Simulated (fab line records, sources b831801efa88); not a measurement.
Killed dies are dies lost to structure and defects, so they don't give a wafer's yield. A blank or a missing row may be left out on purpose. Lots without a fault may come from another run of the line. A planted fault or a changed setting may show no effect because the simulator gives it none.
fab line records | flow sky130
record lots=6 wafers=18 last_day=49
route steps=708 shown SONOS_ONO@186 GATE_OXIDE@187 PAD_OPEN@708
lots that met no fault: from a run of the same line without faults
start_h: hours from the record's first day to the start of the lot's first wafer shown | wait_h: hours since the lot's step before | " the same as in the row above | L1.1+2: a row that stands for several wafers | - no value, or no start given | * or withheld: withheld | < > ~ a bound
route shown NAME@n: a module of which the file shows steps, and the number in the route of the first | usual: mean/standard deviation of fault-free wafers | same: alike in all rows | chamber/n: place in a boat | sites: the reading at each site | _std_site: their standard deviation | _edge_site: outer sites' mean less inner sites' | radius_mm: how far each site lies from the wafer's centre | mask NAME#n: copy n | behind: the tool/chamber that last shaped the wafer | hold: why the lot was held/for how many hours/how that ended | device: the transistor (n, p or np) that didn't switch | end of line: the same wafers' tests at the end of the route | a step without rows: its recipe alone | killed: dies lost to structure and defects at the first sort, not the wafer's yield | map: a wafer's dies, x killed, . not, _ none there
set.NAME: the setting as run; set.NAME@STEP: as run at that earlier step | model.NAME: the simulator's own value behind a step, which no gauge read
lots at some steps of the route; a table a step, a row a wafer
services: from which hour (start_h, from the record's first day; less than 0 if before it) a tool's chamber was out of use, for how many hours, and why
## steps
# step SKY_SONOS_ONO_WET_ETCH_18
# recipe chemistry=H3PO4 target_depth_nm=15 target=Si3N4 temp_c=160 time_s=172
# step SKY_GATE_OXIDE_CLEAN_00
# recipe chemistry=SC1/SC2 mix=1:4:20 temp_c=70 time_s=150 dry=n2_spin
# step SKY_GATE_OXIDE_OXIDATION_01
# recipe temp_c=900 ambient=O2 stabilise_s=600 purge_s=300 target_thk_a=102.68 ox_time_s=1473
# step SKY_GATE_OXIDE_THK_MEAS_02
# recipe reads=SiO2_of_GATE_OXIDE_OXIDATION_01
# usual GATE_OXIDE_OXIDATION_00_THK=10.21/0.23
# columns lot.wafer tool chamber start_h wait_h GATE_OXIDE_OXIDATION_00_THK[nm]
L984.1 film_metro-03 - 331.24 0.0 10.01
L984.2 " - " " 10.20
L984.3 " - " " 10.05
L985.2 film_metro-04 - 331.25 0.0 10.42
L985.3 " - " " 10.39
L985.6 " - " " 10.27
L993.1 film_metro-03 - 397.41 0.0 9.97
L993.4 " - " " 10.13
L993.5 " - " " 9.92
L995.1 film_metro-02 - 419.59 0.0 10.30
L995.3 " - " " 10.26
L995.5 " - " " 10.15
L997.1 film_metro-02 - 434.27 0.0 10.44
L997.3 " - " " 10.44
L997.6 " - " " 10.44
L996.2 film_metro-04 - 434.28 0.0 9.68
L996.4 " - " " 9.86
L996.6 " - " " 9.81
# step SKY_GATE_OXIDE_DEHYDRATE_03
# recipe temp_c=200 time_s=60
# step SKY_GATE_OXIDE_HMDS_04
# recipe prime_time_s=60 prime_temp_c=120
# step SKY_GATE_OXIDE_COAT_05
# recipe resist=NOVOLAK spin_rpm=3000 resist_thk_nm=1140
# step SKY_GATE_OXIDE_SOFTBAKE_06
# recipe temp_c=90 time_s=60 resist=NOVOLAK
# step SKY_GATE_OXIDE_EXPOSE_07
# recipe mask_id=LVOM na=0.6 source_shape=conventional sigma_outer=0.6 polarization=unpolarized target_cd_nm=600 dose_mj=170
# step SKY_GATE_OXIDE_PEB_08
# recipe temp_c=withheld time_s=* resist=NOVOLAK
# step SKY_GATE_OXIDE_DEVELOP_09
# recipe resist=NOVOLAK developer=TMAH develop_time_s=60 dev_temp_c=23
# step SKY_GATE_OXIDE_OVL_MEAS_10
# usual GATE_OXIDE_OVL=-0.2/1.4
# columns lot.wafer tool chamber start_h wait_h GATE_OXIDE_OVL[nm]
L985.2 overlay-01 - 357.50 0.1 -2.7
L985.3 " - " " -0.4
L985.6 " - " " -0.2
L984.1 overlay-01 - 357.80 0.1 -0.5
L984.2 " - " " -1.3
L984.3 " - " " -0.3
L993.1 overlay-01 - 426.92 0.1 -0.7
L993.4 " - " " -0.6
L993.5 " - " " -1.1
L995.1 overlay-02 - 449.80 0.1 -0.1
L995.3 " - " " -0.4
L995.5 " - " " -1.9
L996.2 overlay-01 - 464.70 0.1 -2.4
L996.4 " - " " -2.7
L996.6 " - " " -1.8
L997.1 overlay-01 - 465.00 0.1 -0.1
L997.3 " - " " 0.4
L997.6 " - " " -0.5
# step SKY_GATE_OXIDE_IMPLANT_11
# recipe species=B energy_kev=10 dose_cm2=2.6e+12 tilt_deg=withheld
# usual beam_on_s=9.97/0.22 dose_ions_cm2=2.6e+12/3.3e+09 faraday_current_uA=14.7/0.32
# columns lot.wafer tool chamber start_h wait_h beam_on_s dose_ions_cm2 faraday_current_uA
L985.2 implanter-01 0 357.56 0.0 10.04 2.596e+12 14.6
L985.3 " 0 " " 9.92 2.596e+12 14.6
L985.6 " 0 " " 10.28 2.602e+12 14.2
L984.1 implanter-03 0 357.83 0.0 10.28 2.6e+12 14.3
L984.2 " 0 " " 9.47 2.596e+12 15.4
L984.3 " 0 " " 10.21 2.6e+12 14.4
L993.1 implanter-01 0 426.95 0.0 10.32 8.859e+12 48.3
L993.4 " 0 " " 10.09 8.857e+12 49.5
L993.5 " 0 " " 10.11 8.856e+12 49.4
L995.1 implanter-01 0 449.83 0.0 9.98 8.857e+12 50.1
L995.3 " 0 " " 9.50 8.859e+12 52.5
L995.5 " 0 " " 10.03 8.856e+12 49.8
L996.2 implanter-03 0 464.76 0.0 9.88 2.604e+12 14.9
L996.4 " 0 " " 10.33 2.603e+12 14.2
L996.6 " 0 " " 10.29 2.598e+12 14.2
L997.1 implanter-03 0 465.03 0.0 10.00 2.601e+12 14.6
L997.3 " 0 " " 10.35 2.597e+12 14.2
L997.6 " 0 " " 10.20 2.596e+12 14.3
# step SKY_GATE_OXIDE_WET_ETCH_12
# recipe chemistry=dHF target_depth_nm=16.8 dry=n2_spin target=SiO2 dilution=100:1 temp_c=25 time_s=336
# step SKY_GATE_OXIDE_STRIP_13
# recipe chemistry=O2/N2 power_w=1400 pressure_mtorr=1500 platen_temp_c=withheld o2_flow_sccm=3000 n2_flow_sccm=300 overash_fraction=0.5
# usual drypump_motor_current_A=5.8/0.31 n2_flow_sccm=300.1/0.86 oes_product_au=0.715/0.0048 strip_time_to_endpoint_s=14.16/0.034
# columns lot.wafer tool chamber start_h wait_h drypump_motor_current_A n2_flow_sccm oes_product_au rf_hours_counter_h strip_time_to_endpoint_s
L985.2 plasma_asher-04 0 357.79 0.0 5.3 300.7 0.717 53 14.18
L985.3 " 1 " " 5.7 299.1 0.721 - 14.19
L985.6 " 1 " " 5.7 300.5 0.715 - 14.17
L984.1 plasma_asher-03 1 358.08 0.0 6.1 300.0 0.716 67 14.15
L984.2 " 0 " " 5.9 300.0 0.713 67 14.16
L984.3 " 0 " " 5.9 299.2 0.709 - 14.17
L993.1 plasma_asher-02 1 427.22 0.0 6.2 300.2 0.717 28 14.06
L993.4 " 1 " " 6.2 299.8 0.712 - 14.11
L993.5 " 1 " " 6.2 300.3 0.716 - 14.16
L995.1 plasma_asher-02 1 450.09 0.0 6.2 299.7 0.720 31 14.18
L995.3 " 0 " " 5.7 301.2 0.723 - 14.23
L995.5 " 0 " " 5.7 299.1 0.718 - 14.21
L996.2 plasma_asher-02 1 464.98 0.0 6.3 299.3 0.718 32 14.19
L996.4 " 0 " " 5.7 299.8 0.718 - 14.19
L996.6 " 1 " " 6.3 300.0 0.720 - 14.15
L997.1 plasma_asher-04 1 465.28 0.0 5.7 300.2 0.712 64 14.16
L997.3 " 0 " " 5.3 300.1 0.710 - 14.19
L997.6 " 1 " " 5.7 301.2 0.714 - 14.14
# step SKY_GATE_OXIDE_TW_MEAS_14
# usual GATE_OXIDE_TW=222.8/2.4
# columns lot.wafer tool chamber start_h wait_h hold GATE_OXIDE_TW
L985.2 film_metro-03 - 357.90 0.1 - 221.8
L985.3 " - " " - 222.1
L985.6 " - " " - 221.2
L984.1 film_metro-04 - 358.18 0.1 - 223.0
L984.2 " - " " - 223.1
L984.3 " - " " - 222.7
L993.1 film_metro-03 - 427.32 0.1 await_dispo/0.2h/release 313.0
L993.4 " - " " await_dispo/0.2h/release 313.5
L993.5 " - " " await_dispo/0.2h/release 315.0
L993.1 film_metro-03 - 427.55 0.2 - 313.9
L993.4 " - " " - 313.7
L993.5 " - " " - 314.1
L995.1 film_metro-02 - 450.19 0.1 await_dispo/0.2h/release 324.2
L995.3 " - " " await_dispo/0.2h/release 324.2
L995.5 " - " " await_dispo/0.2h/release 324.4
L995.1 film_metro-02 - 450.41 0.2 - 323.2
L995.3 " - " " - 322.3
L995.5 " - " " - 323.0
L996.2 film_metro-04 - 465.10 0.1 - 223.3
L996.4 " - " " - 223.2
L996.6 " - " " - 222.7
L997.1 film_metro-04 - 465.38 0.1 - 222.8
L997.3 " - " " - 222.5
L997.6 " - " " - 223.1
# step SKY_PAD_OPEN_PROBE_99
# usual killed_at_M0_to_M3=42/6.3 killed_at_M4_up=2.8/1.9 killed_at_contacts=23/5.3 killed_at_front_end=16/4.3 killed_at_other=0.2/0.51 killed_dies=84/9.3 killed_open=46/7.6 killed_short=38/6.3
# same gross_dies=492 killed_at_back_side=0
# columns lot.wafer tool chamber start_h wait_h hold killed_at_M0_to_M3 killed_at_M4_up killed_at_contacts killed_at_front_end killed_at_other killed_dies killed_open killed_short
L984.1 prober-02 - 1117.23 0.1 - 48 5 17 17 0 87 45 42
L984.2 prober-02 - 1117.28 0.1 - 43 2 21 14 0 80 47 33
L984.3 prober-02 - 1117.33 0.2 - 42 0 16 15 0 73 36 37
L985.2 prober-01 - 1118.41 0.1 - 39 3 23 11 0 76 39 37
L985.3 prober-01 - 1118.46 0.2 - 47 4 14 14 0 79 34 45
L985.6 prober-01 - 1118.61 0.2 - 37 0 17 8 0 62 36 26
L993.1 prober-01 - 1167.52 0.1 await_dispo/4.9h/release 41 4 24 24 1 94 54 40
L993.4 prober-01 - 1167.67 0.2 await_dispo/4.9h/release 39 2 32 15 0 88 55 33
L993.5 prober-01 - 1167.72 0.2 await_dispo/4.9h/release 49 3 17 14 0 83 51 32
L995.1 prober-02 - 1177.95 0.1 await_dispo/4.7h/release 41 4 30 18 0 93 50 43
L995.3 prober-02 - 1178.05 0.2 await_dispo/4.7h/release 43 2 25 16 1 87 43 44
L995.5 prober-02 - 1178.15 0.2 await_dispo/4.7h/release 31 3 23 9 0 66 28 38
L997.1 prober-01 - 1183.99 0.1 - 35 0 27 20 1 83 40 43
L997.3 prober-01 - 1184.09 0.2 - 38 5 25 17 0 85 49 36
L997.6 prober-01 - 1184.24 0.2 - 45 1 25 19 0 90 55 35
L996.2 prober-02 - 1185.95 0.1 - 51 3 21 12 1 88 55 33
L996.4 prober-02 - 1186.05 0.2 - 47 1 19 14 0 81 38 43
L996.6 prober-02 - 1186.15 0.2 - 46 1 14 11 0 72 42 30
# killed by level:class
L984.1 VIA3:geometric_particle:open=10 CONTACT:geometric_particle:open=8 VIA1:geometric_particle:open=8 METAL1:geometric_particle:short=8 VIA2:geometric_particle:open=6 METAL2:geometric_particle:short=5 METAL4:geometric_particle:short=5 FIELD_ISO:geometric_particle:short=4
L984.2 VIA1:geometric_particle:open=11 LI_CONTACT:geometric_particle:open=8 CONTACT:geometric_particle:open=7 METAL1:geometric_particle:short=5 FIELD_ISO:geometric_particle:open=4 VIA1:geometric_particle:short=4 METAL2:geometric_particle:short=4 VIA2:geometric_particle:short=4
L984.3 VIA1:geometric_particle:open=11 METAL1:geometric_particle:short=7 METAL2:geometric_particle:short=5 VIA2:geometric_particle:open=5 POLY_GATE:geometric_particle:open=4 LI_CONTACT:geometric_particle:short=4 LI_CONTACT:geometric_particle:open=4 LOCAL_INTERCONNECT:geometric_particle:short=4
L985.2 VIA1:geometric_particle:open=10 CONTACT:geometric_particle:open=8 METAL1:geometric_particle:short=7 VIA2:geometric_particle:open=6 POLY_GATE:geometric_particle:short=5 LOCAL_INTERCONNECT:geometric_particle:short=5 VIA3:geometric_particle:open=5 CONTACT:geometric_particle:short=4
L985.3 METAL2:geometric_particle:short=11 VIA1:geometric_particle:open=10 METAL1:geometric_particle:short=7 VIA2:geometric_particle:open=7 CONTACT:geometric_particle:open=5 FIELD_ISO:geometric_particle:short=4 LOCAL_INTERCONNECT:geometric_particle:short=4 VIA1:geometric_particle:short=4
L985.6 VIA1:geometric_particle:open=8 CONTACT:geometric_particle:open=6 METAL1:geometric_particle:short=5 LI_CONTACT:geometric_particle:open=4 LOCAL_INTERCONNECT:geometric_particle:short=4 VIA1:geometric_particle:short=4 VIA2:geometric_particle:open=4 POLY_GATE:geometric_particle:open=3
L993.1 VIA1:geometric_particle:open=14 CONTACT:geometric_particle:open=12 VIA1:geometric_particle:short=8 FIELD_ISO:geometric_particle:short=6 POLY_GATE:geometric_particle:short=6 LI_CONTACT:geometric_particle:open=6 FIELD_ISO:geometric_particle:open=5 VIA2:geometric_particle:open=5
L993.4 VIA1:geometric_particle:open=13 LI_CONTACT:geometric_particle:open=11 CONTACT:geometric_particle:open=9 VIA3:geometric_particle:open=6 VIA2:geometric_particle:open=6 FIELD_ISO:geometric_particle:short=5 METAL2:geometric_particle:short=5 LOCAL_INTERCONNECT:geometric_particle:short=4
L993.5 VIA1:geometric_particle:open=16 CONTACT:geometric_particle:open=10 VIA3:geometric_particle:open=9 POLY_GATE:geometric_particle:open=5 METAL3:geometric_particle:short=5 METAL1:geometric_particle:short=4 VIA2:geometric_particle:open=4 FIELD_ISO:geometric_particle:short=3
L995.1 CONTACT:geometric_particle:open=14 FIELD_ISO:geometric_particle:short=9 VIA2:geometric_particle:open=8 METAL1:geometric_particle:short=8 VIA1:geometric_particle:open=7 LI_CONTACT:geometric_particle:open=5 VIA2:geometric_particle:short=5 LOCAL_INTERCONNECT:geometric_particle:short=4
L995.3 VIA2:geometric_particle:open=8 LI_CONTACT:geometric_particle:open=7 CONTACT:geometric_particle:open=7 METAL2:geometric_particle:short=7 CONTACT:geometric_particle:short=6 FIELD_ISO:geometric_particle:open=5 METAL1:geometric_particle:short=5 VIA3:geometric_particle:open=5
L995.5 VIA1:geometric_particle:open=8 CONTACT:geometric_particle:short=7 CONTACT:geometric_particle:open=5 LI_CONTACT:geometric_particle:short=4 METAL1:geometric_particle:short=4 VIA2:geometric_particle:open=4 VIA3:geometric_particle:short=3 LI_CONTACT:geometric_particle:open=3
L997.1 LI_CONTACT:geometric_particle:open=10 CONTACT:geometric_particle:short=7 VIA3:geometric_particle:open=7 VIA1:geometric_particle:open=6 FIELD_ISO:geometric_particle:short=5 CONTACT:geometric_particle:open=5 POLY_GATE:geometric_particle:short=4 VIA1:geometric_particle:short=4
L997.3 CONTACT:geometric_particle:open=15 VIA3:geometric_particle:open=8 VIA2:geometric_particle:open=8 METAL1:geometric_particle:short=6 VIA2:geometric_particle:short=6 FIELD_ISO:geometric_particle:short=5 FIELD_ISO:geometric_particle:open=4 POLY_GATE:geometric_particle:short=4
L997.6 VIA1:geometric_particle:open=11 VIA3:geometric_particle:open=9 LI_CONTACT:geometric_particle:open=7 LOCAL_INTERCONNECT:geometric_particle:short=7 VIA1:geometric_particle:short=5 CONTACT:geometric_particle:open=5 VIA2:geometric_particle:open=5 FIELD_ISO:geometric_particle:open=4
L996.2 CONTACT:geometric_particle:open=9 LI_CONTACT:geometric_particle:open=8 VIA2:geometric_particle:open=8 METAL2:geometric_particle:short=8 VIA3:geometric_particle:open=8 VIA1:geometric_particle:open=7 FIELD_ISO:geometric_particle:short=5 METAL3:geometric_particle:short=5
L996.4 METAL2:geometric_particle:short=8 VIA1:geometric_particle:open=7 VIA3:geometric_particle:short=7 LI_CONTACT:geometric_particle:open=6 VIA2:geometric_particle:open=6 POLY_GATE:geometric_particle:open=5 CONTACT:geometric_particle:short=5 VIA3:geometric_particle:open=5
L996.6 VIA3:geometric_particle:open=10 VIA2:geometric_particle:open=9 VIA1:geometric_particle:open=7 LI_CONTACT:geometric_particle:open=6 METAL1:geometric_particle:short=4 VIA3:geometric_particle:short=4 METAL3:geometric_particle:short=4 FIELD_ISO:geometric_particle:open=3
# map L993.1 (x killed, . not)
__________.........._________
________..x..........._______
______.x..x....x..x..x.x_____
_____x...x....x........x.____
____........x......xx....x___
___.x.....x.....xx..x......__
__..x.x.........x...x.xx...._
_.......xx...x...xxxx......x.
_x.x..x.x........x.xx........
_x..x...................x....
_...x.............x..........
_.xx......x...x.x.x........x.
_..........x.x.x........xx...
_...x....x...................
_...x..............x.x.......
__........x......xx.x....x.._
___.....x..x..xx..x.x......__
____x...xx.xx.......x.x...___
_____x..x..x.x......x....____
______......x.....x....._____
________....x.......xx_______
__________...xxx...._________
# map L995.1 (x killed, . not)
__________xx...x...._________
________..xx....x....._______
______x..............x.._____
_____.xx..x.........x....____
____........x.xx..........___
___x......x...........x....__
__....xx.x.....x............_
_.x......xx..................
_.x.xx...x..x...x....xxx.....
_............x...x...x.....x.
_.x....x.....................
_..x.................xxx.....
_x.x...x.................x.x.
_..xx..x..x..xx...xx...x...x.
_....xx.............x....x..x
__.....x........x.........x._
___..x..x.x..x.x.........x.__
____....x.x.....x...xx....___
_____....x.....xx.......x____
______....x.........xx.._____
________..x.x..x....x._______
__________xx.x....x._________
## services
# columns tool chamber start_h hours kind
plasma_asher-02 - 353.08 0.9 repair
plasma_asher-04 - 389.90 2.7 repair
plasma_asher-02 - 393.53 14.6 pm
implanter-01 - 414.37 4.4 repair
plasma_asher-04 - 422.75 0.9 repair
plasma_asher-04 - 436.12 1.6 repair
## key
first_sign step=SKY_GATE_OXIDE_IMPLANT_11 reading=dose_ions_cm2 direction=up sigmas=99+ usual=* struck=*
effect step=SKY_GATE_OXIDE_IMPLANT_11 reading=faraday_current_uA direction=up sigmas=99+ usual=14.7 struck=49.9
effect step=SKY_GATE_OXIDE_TW_MEAS_14 reading=visit direction=added
effect step=SKY_GATE_OXIDE_TW_MEAS_14 reading=GATE_OXIDE_TW direction=up sigmas=40 usual=222.8 struck=319.0
effect step=SKY_PAD_OPEN_PROBE_99 reading=hold direction=added
met_at SKY_GATE_OXIDE_IMPLANT_11
struck_wafers L993.1,L993.4,L993.5,L995.1,L995.3,L995.5
tester_left_out L993,L995
onset_between 357.56 426.95
fault kind=process_parameter_drift tool=implanter-01 chamber=- onset_h=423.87 steps=SKY_GATE_OXIDE_IMPLANT_11 channel=dose_cm2 offset=* shape=step end_h=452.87 acts_in=* stated=*
# tester_left_out: of these lots the tester's yield and bins aren't shown, on N5 and GAA mostly nor the transistor test; their killed dies are dies lost to structure and defects alone, not to doping, threshold or leakage, so they don't give the yield
